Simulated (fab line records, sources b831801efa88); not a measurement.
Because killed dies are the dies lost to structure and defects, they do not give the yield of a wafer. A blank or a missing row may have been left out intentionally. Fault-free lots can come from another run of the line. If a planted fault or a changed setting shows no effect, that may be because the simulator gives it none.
Which tool did it? :: flow sky130 :: 11 lots, 33 wafers sampled, at 6 steps of a route of 708

== WHAT THE GAUGES READ, wafer by wafer ==
The record lacks any reading of a measuring or inspecting step that a usual standard deviation could be used to judge.

== WHAT TOOL EACH LOT RAN ON (gives the tool, then ch and the chambers of the sampled wafers, and finally the start) ==
lot: L732
SKY_POLY_GATE_ETCH_16: rie-diel-02 ch 0,1, day 16 03:35
SKY_POLY_GATE_STRIP_18: plasma-asher-01 ch 0,1, day 16 03:44
SKY_METAL3_SPUTTER_04: pvd-sputter-04, day 36 04:39
SKY_VIA3_STRIP_16: plasma-asher-04 ch 0,1, day 39 11:15
SKY_PASSIVATION_CVD_00: pecvd-01 ch 0,2, day 43 19:52
SKY_PAD_OPEN_PROBE_99: -

lot: L733
SKY_POLY_GATE_ETCH_16: rie-diel-02 ch 0,1,3, day 16 15:44
SKY_POLY_GATE_STRIP_18: plasma-asher-02 ch 0,1, day 16 15:53
SKY_METAL3_SPUTTER_04: pvd-sputter-03, day 36 12:55
SKY_VIA3_STRIP_16: plasma-asher-04 ch 0,1, day 39 20:09
SKY_PASSIVATION_CVD_00: pecvd-03 ch 0,2, day 43 23:50
SKY_PAD_OPEN_PROBE_99: -

lot: L734
SKY_POLY_GATE_ETCH_16: rie-diel-04 ch 1,2,3, day 17 02:44
SKY_POLY_GATE_STRIP_18: plasma-asher-02 ch 0,1, day 17 02:53
SKY_METAL3_SPUTTER_04: pvd-sputter-02, day 36 23:55
SKY_VIA3_STRIP_16: plasma-asher-04 ch 0,1, day 40 06:11
SKY_PASSIVATION_CVD_00: pecvd-02 ch 0,1,2, day 44 08:47
SKY_PAD_OPEN_PROBE_99: -

lot: L735
SKY_POLY_GATE_ETCH_16: rie-diel-04 ch 2,3, day 17 10:56
SKY_POLY_GATE_STRIP_18: plasma-asher-02 ch 0,1, day 17 11:05
SKY_METAL3_SPUTTER_04: pvd-sputter-03, day 37 08:15
SKY_VIA3_STRIP_16: plasma-asher-03 ch 0,1, day 40 14:33
SKY_PASSIVATION_CVD_00: pecvd-03 ch 0,1,2, day 44 17:40
SKY_PAD_OPEN_PROBE_99: -

lot: L740
SKY_POLY_GATE_ETCH_16: rie-diel-04 ch 1,2,3, day 19 15:25
SKY_POLY_GATE_STRIP_18: plasma-asher-04 ch 0,1, day 19 15:34
SKY_METAL3_SPUTTER_04: pvd-sputter-02, day 39 02:01
SKY_VIA3_STRIP_16: plasma-asher-04 ch 0,1, day 42 05:42
SKY_PASSIVATION_CVD_00: pecvd-03 ch 1,2, day 46 04:03
SKY_PAD_OPEN_PROBE_99: -

lot: L741
SKY_POLY_GATE_ETCH_16: rie-diel-02 ch 1,2, day 19 21:23
SKY_POLY_GATE_STRIP_18: plasma-asher-04 ch 0,1, day 19 21:32
SKY_METAL3_SPUTTER_04: pvd-sputter-03, day 39 07:45
SKY_VIA3_STRIP_16: plasma-asher-04 ch 0,1, day 42 11:02
SKY_PASSIVATION_CVD_00: pecvd-03 ch 0,1,2, day 46 08:02
SKY_PAD_OPEN_PROBE_99: -

lot: L743
SKY_POLY_GATE_ETCH_16: rie-diel-04 ch 0,1,3, day 20 16:44
SKY_POLY_GATE_STRIP_18: plasma-asher-02 ch 0,1, day 20 16:53
SKY_METAL3_SPUTTER_04: pvd-sputter-03, day 40 00:44
SKY_VIA3_STRIP_16: plasma-asher-04 ch 0,1, day 43 02:44
SKY_PASSIVATION_CVD_00: pecvd-03 ch 0,1, day 46 23:23
SKY_PAD_OPEN_PROBE_99: -

lot: L745
SKY_POLY_GATE_ETCH_16: rie-diel-04 ch 0,2,3, day 21 11:02
SKY_POLY_GATE_STRIP_18: plasma-asher-04 ch 0,1, day 21 11:13
SKY_METAL3_SPUTTER_04: pvd-sputter-04, day 40 12:47
SKY_VIA3_STRIP_16: plasma-asher-01 ch 0,1, day 43 13:17
SKY_PASSIVATION_CVD_00: pecvd-03 ch 0,1, day 47 07:32
SKY_PAD_OPEN_PROBE_99: prober-01, day 48 23:32

lot: L747
SKY_POLY_GATE_ETCH_16: rie-diel-02 ch 0,2,3, day 21 18:50
SKY_POLY_GATE_STRIP_18: plasma-asher-04 ch 0,1, day 21 18:59
SKY_METAL3_SPUTTER_04: pvd-sputter-03, day 40 17:29
SKY_VIA3_STRIP_16: plasma-asher-01 ch 0, day 43 18:09
SKY_PASSIVATION_CVD_00: pecvd-03 ch 1,2, day 47 11:14
SKY_PAD_OPEN_PROBE_99: -

lot: L754
SKY_POLY_GATE_ETCH_16: rie-diel-02 ch 1,2,3, day 24 12:19
SKY_POLY_GATE_STRIP_18: plasma-asher-01 ch 0,1, day 24 12:28
SKY_METAL3_SPUTTER_04: -
SKY_VIA3_STRIP_16: -
SKY_PASSIVATION_CVD_00: -
SKY_PAD_OPEN_PROBE_99: prober-02, day 50 20:34

lot: L755
SKY_POLY_GATE_ETCH_16: rie-diel-04 ch 3, day 24 20:27
SKY_POLY_GATE_STRIP_18: plasma-asher-01 ch 0,1, day 24 20:39
SKY_METAL3_SPUTTER_04: -
SKY_VIA3_STRIP_16: -
SKY_PASSIVATION_CVD_00: -
SKY_PAD_OPEN_PROBE_99: prober-01, day 50 22:19
- SKY_POLY_GATE_ETCH_16: etches Si3N4 in CH3F/O2, stops on poly-Si, time 147.5 s, target depth 75 nm.
- SKY_POLY_GATE_STRIP_18: strips in O2/N2.
- SKY_METAL3_SPUTTER_04: material TiN, target thk 70 nm, time 58.3 s.
- SKY_VIA3_STRIP_16: strips in O2/N2.
- SKY_PASSIVATION_CVD_00: deposits SiO2, target thk 90 nm.
- SKY_PAD_OPEN_PROBE_99

== AS READ BY THE TOOLS THEMSELVES (means over the sampled wafers that have a number; for cases with no such wafer, the mark the record gives instead) ==
SKY_POLY_GATE_ETCH_16. Usual: O2_flow_sccm 29.99 sccm, standard deviation 0.094; bias-w 79.99 W, standard deviation 0.29; chamber-pressure-mTorr 25.000 mTorr, standard deviation 0.021; drypump-motor-current-A 6.0 A, standard deviation 0.39; oes-product-au 0.640 a.u., standard deviation 0.0048; throttle-valve-pct 10.535 %, standard deviation 0.0083.
lot: L732
tool: rie-diel-02
O2_flow_sccm (sccm): 29.87
bias-w (W): 80.11
chamber-pressure-mTorr (mTorr): 24.994
drypump-motor-current-A (A): 5.8
oes-product-au (a.u.): 0.641
throttle-valve-pct (%): 10.538
flag: 

lot: L733
tool: rie-diel-02
O2_flow_sccm (sccm): 29.97
bias-w (W): 79.72
chamber-pressure-mTorr (mTorr): 25.006
drypump-motor-current-A (A): 5.7
oes-product-au (a.u.): 0.641
throttle-valve-pct (%): 10.529
flag: 

lot: L734
tool: rie-diel-04
O2_flow_sccm (sccm): 30.06
bias-w (W): 79.86
chamber-pressure-mTorr (mTorr): 25.013
drypump-motor-current-A (A): 6.2
oes-product-au (a.u.): 0.637
throttle-valve-pct (%): 10.539
flag: 

lot: L735
tool: rie-diel-04
O2_flow_sccm (sccm): 29.97
bias-w (W): 80.13
chamber-pressure-mTorr (mTorr): 25.010
drypump-motor-current-A (A): 6.5
oes-product-au (a.u.): 0.638
throttle-valve-pct (%): 10.531
flag: 

lot: L740
tool: rie-diel-04
O2_flow_sccm (sccm): 30.01
bias-w (W): 79.92
chamber-pressure-mTorr (mTorr): 24.995
drypump-motor-current-A (A): 6.2
oes-product-au (a.u.): 0.641
throttle-valve-pct (%): 10.533
flag: 

lot: L741
tool: rie-diel-02
O2_flow_sccm (sccm): 29.96
bias-w (W): 79.96
chamber-pressure-mTorr (mTorr): 25.010
drypump-motor-current-A (A): 5.8
oes-product-au (a.u.): 0.645
throttle-valve-pct (%): 10.534
flag: 

lot: L743
tool: rie-diel-04
O2_flow_sccm (sccm): 30.04
bias-w (W): 79.87
chamber-pressure-mTorr (mTorr): 24.996
drypump-motor-current-A (A): 6.3
oes-product-au (a.u.): 0.639
throttle-valve-pct (%): 10.541
flag: 

lot: L745
tool: rie-diel-04
O2_flow_sccm (sccm): 30.00
bias-w (W): 79.88
chamber-pressure-mTorr (mTorr): 24.989
drypump-motor-current-A (A): 6.3
oes-product-au (a.u.): 0.641
throttle-valve-pct (%): 10.542
flag: 

lot: L747
tool: rie-diel-02
O2_flow_sccm (sccm): 29.93
bias-w (W): 80.29
chamber-pressure-mTorr (mTorr): 24.993
drypump-motor-current-A (A): 5.9
oes-product-au (a.u.): 0.641
throttle-valve-pct (%): 10.533
flag: 

lot: L754
tool: rie-diel-02
O2_flow_sccm (sccm): -
bias-w (W): -
chamber-pressure-mTorr (mTorr): -
drypump-motor-current-A (A): -
oes-product-au (a.u.): -
throttle-valve-pct (%): -
flag: OFF

lot: L755
tool: rie-diel-04
O2_flow_sccm (sccm): -
bias-w (W): -
chamber-pressure-mTorr (mTorr): -
drypump-motor-current-A (A): -
oes-product-au (a.u.): -
throttle-valve-pct (%): -
flag: OFF

SKY_POLY_GATE_STRIP_18. Usual: chamber-pressure-mTorr 1500.0 mTorr, standard deviation 1.5; drypump-motor-current-A 5.9 A, standard deviation 0.36; oes-product-au 0.360 a.u., standard deviation 0.0045; strip-time-to-endpoint-s 3.171 s, standard deviation 0.028.
lot: L732
tool: plasma-asher-01
chamber-pressure-mTorr (mTorr): 1500.5
drypump-motor-current-A (A): 6.4
oes-product-au (a.u.): 0.360
strip-time-to-endpoint-s (s): 3.163
flag: 

lot: L733
tool: plasma-asher-02
chamber-pressure-mTorr (mTorr): 1500.1
drypump-motor-current-A (A): 5.8
oes-product-au (a.u.): 0.363
strip-time-to-endpoint-s (s): 3.156
flag: 

lot: L734
tool: plasma-asher-02
chamber-pressure-mTorr (mTorr): 1498.9
drypump-motor-current-A (A): 6.0
oes-product-au (a.u.): 0.358
strip-time-to-endpoint-s (s): 3.144
flag: 

lot: L735
tool: plasma-asher-02
chamber-pressure-mTorr (mTorr): 1501.5
drypump-motor-current-A (A): 6.0
oes-product-au (a.u.): 0.363
strip-time-to-endpoint-s (s): 3.170
flag: 

lot: L740
tool: plasma-asher-04
chamber-pressure-mTorr (mTorr): 1499.3
drypump-motor-current-A (A): 5.5
oes-product-au (a.u.): 0.361
strip-time-to-endpoint-s (s): 3.185
flag: 

lot: L741
tool: plasma-asher-04
chamber-pressure-mTorr (mTorr): 1498.9
drypump-motor-current-A (A): 5.7
oes-product-au (a.u.): 0.358
strip-time-to-endpoint-s (s): 3.147
flag: 

lot: L743
tool: plasma-asher-02
chamber-pressure-mTorr (mTorr): 1499.0
drypump-motor-current-A (A): 6.0
oes-product-au (a.u.): 0.359
strip-time-to-endpoint-s (s): 3.170
flag: 

lot: L745
tool: plasma-asher-04
chamber-pressure-mTorr (mTorr): 1500.3
drypump-motor-current-A (A): 5.5
oes-product-au (a.u.): 0.364
strip-time-to-endpoint-s (s): 3.204
flag: 

lot: L747
tool: plasma-asher-04
chamber-pressure-mTorr (mTorr): 1499.4
drypump-motor-current-A (A): 5.7
oes-product-au (a.u.): 0.362
strip-time-to-endpoint-s (s): 3.202
flag: 

lot: L754
tool: plasma-asher-01
chamber-pressure-mTorr (mTorr): 1501.0
drypump-motor-current-A (A): 6.4
oes-product-au (a.u.): 0.411
strip-time-to-endpoint-s (s): 4.338
flag: OFF

lot: L755
tool: plasma-asher-01
chamber-pressure-mTorr (mTorr): 1500.0
drypump-motor-current-A (A): 6.2
oes-product-au (a.u.): 0.412
strip-time-to-endpoint-s (s): 4.352
flag: OFF

SKY_METAL3_SPUTTER_04. Usual: throttle-valve-pct at 29.9 %, with a standard deviation of 0.99.
lot: L732
tool: pvd-sputter-04
throttle-valve-pct (%): 30.0
flag: 

lot: L733
tool: pvd-sputter-03
throttle-valve-pct (%): 29.5
flag: 

lot: L734
tool: pvd-sputter-02
throttle-valve-pct (%): 29.2
flag: 

lot: L735
tool: pvd-sputter-03
throttle-valve-pct (%): 29.6
flag: 

lot: L740
tool: pvd-sputter-02
throttle-valve-pct (%): 29.8
flag: 

lot: L741
tool: pvd-sputter-03
throttle-valve-pct (%): 29.4
flag: 

lot: L743
tool: pvd-sputter-03
throttle-valve-pct (%): 29.6
flag: 

lot: L745
tool: pvd-sputter-04
throttle-valve-pct (%): 30.9
flag: 

lot: L747
tool: pvd-sputter-03
throttle-valve-pct (%): 29.6
flag: 

SKY_VIA3_STRIP_16. Usual: chamber-pressure-mTorr 1499 mTorr, standard deviation 7.6; drypump-motor-current-A 5.7 A, standard deviation 0.5; oes-product-au 0.402 a.u., standard deviation 0.0047; strip-time-to-endpoint-s 4.147 s, standard deviation 0.02.
lot: L732
tool: plasma-asher-04
chamber-pressure-mTorr (mTorr): 1500
drypump-motor-current-A (A): 5.5
oes-product-au (a.u.): 0.404
strip-time-to-endpoint-s (s): 4.144
flag: 

lot: L733
tool: plasma-asher-04
chamber-pressure-mTorr (mTorr): 1501
drypump-motor-current-A (A): 5.5
oes-product-au (a.u.): 0.401
strip-time-to-endpoint-s (s): 4.157
flag: 

lot: L734
tool: plasma-asher-04
chamber-pressure-mTorr (mTorr): 1501
drypump-motor-current-A (A): 5.5
oes-product-au (a.u.): 0.401
strip-time-to-endpoint-s (s): 4.129
flag: 

lot: L735
tool: plasma-asher-03
chamber-pressure-mTorr (mTorr): 1499
drypump-motor-current-A (A): 5.5
oes-product-au (a.u.): 0.402
strip-time-to-endpoint-s (s): 4.180
flag: 

lot: L740
tool: plasma-asher-04
chamber-pressure-mTorr (mTorr): 1500
drypump-motor-current-A (A): 5.5
oes-product-au (a.u.): 0.394
strip-time-to-endpoint-s (s): 4.140
flag: 

lot: L741
tool: plasma-asher-04
chamber-pressure-mTorr (mTorr): 1500
drypump-motor-current-A (A): 5.5
oes-product-au (a.u.): 0.400
strip-time-to-endpoint-s (s): 4.163
flag: 

lot: L743
tool: plasma-asher-04
chamber-pressure-mTorr (mTorr): 1499
drypump-motor-current-A (A): 5.7
oes-product-au (a.u.): 0.408
strip-time-to-endpoint-s (s): 4.150
flag: 

lot: L745
tool: plasma-asher-01
chamber-pressure-mTorr (mTorr): 1499
drypump-motor-current-A (A): 6.3
oes-product-au (a.u.): 0.409
strip-time-to-endpoint-s (s): 4.145
flag: 

lot: L747
tool: plasma-asher-01
chamber-pressure-mTorr (mTorr): 1500
drypump-motor-current-A (A): 6.6
oes-product-au (a.u.): 0.400
strip-time-to-endpoint-s (s): 4.125
flag: 

SKY_PASSIVATION_CVD_00. Usual: heater-power-w at 635 W, with a standard deviation of 67.
lot: L732
tool: pecvd-01
heater-power-w (W): 636
flag: 

lot: L733
tool: pecvd-03
heater-power-w (W): 635
flag: 

lot: L734
tool: pecvd-02
heater-power-w (W): 627
flag: 

lot: L735
tool: pecvd-03
heater-power-w (W): 637
flag: 

lot: L740
tool: pecvd-03
heater-power-w (W): 573
flag: 

lot: L741
tool: pecvd-03
heater-power-w (W): 643
flag: 

lot: L743
tool: pecvd-03
heater-power-w (W): 648
flag: 

lot: L745
tool: pecvd-03
heater-power-w (W): 688
flag: 

lot: L747
tool: pecvd-03
heater-power-w (W): 606
flag: 

SKY_PAD_OPEN_PROBE_99. Usual: killed_at_M0_to_M3 43, standard deviation 6.5; killed_at_M4_up 3.2, standard deviation 1.8; killed-at-contacts 24, standard deviation 5.2; killed-at-front-end 15, standard deviation 4; killed-at-other 0.4, standard deviation 0.69; killed-dies 86, standard deviation 8.7; killed-on-rim 17, standard deviation 3.7; killed-open 47, standard deviation 7; killed-short 39, standard deviation 5.7.
lot: L745
tool: prober-01
killed_at_M0_to_M3: 37
killed_at_M4_up: 2.3
killed-at-contacts: 28
killed-at-front-end: 12
killed-at-other: 0.0
killed-dies: 79
killed-on-rim: 17
killed-open: 43
killed-short: 36
flag: 

lot: L754
tool: prober-02
killed_at_M0_to_M3: 51
killed_at_M4_up: 6.3
killed-at-contacts: 30
killed-at-front-end: 404
killed-at-other: 0.3
killed-dies: 492
killed-on-rim: 96
killed-open: 58
killed-short: 40
flag: OFF

lot: L755
tool: prober-01
killed_at_M0_to_M3: 41
killed_at_M4_up: 1.7
killed-at-contacts: 23
killed-at-front-end: 426
killed-at-other: 0.3
killed-dies: 492
killed-on-rim: 96
killed-open: 46
killed-short: 36
flag: OFF

== THE ANSWER, worked out from the rows above alone ==
Rule: a lot is off if the mean of its wafers that have a number lies more than 3 standard deviations from the usual mean. A lot without any number at a reading at which 4 lots or more have one is off too. All remaining lots with rows at the step are treated as sound. After the gauges, taken in route order, come the tools' own readings; for these a lot's mean is taken, as printed above. The first step at which some lot is off is used, and at that step the reading that is off furthest; a lot without a number counts as furthest.
Off: L754, L755, at SKY_POLY_GATE_ETCH_16 (O2_flow_sccm). Without a number there: L754, L755.
If a tool, at that step or one of the process steps before it, ran each lot that is off and ran no sound lot following the first of them, it fits. Not one of the candidates tried fits.

== WHAT THE SIMULATOR PUT IN ==
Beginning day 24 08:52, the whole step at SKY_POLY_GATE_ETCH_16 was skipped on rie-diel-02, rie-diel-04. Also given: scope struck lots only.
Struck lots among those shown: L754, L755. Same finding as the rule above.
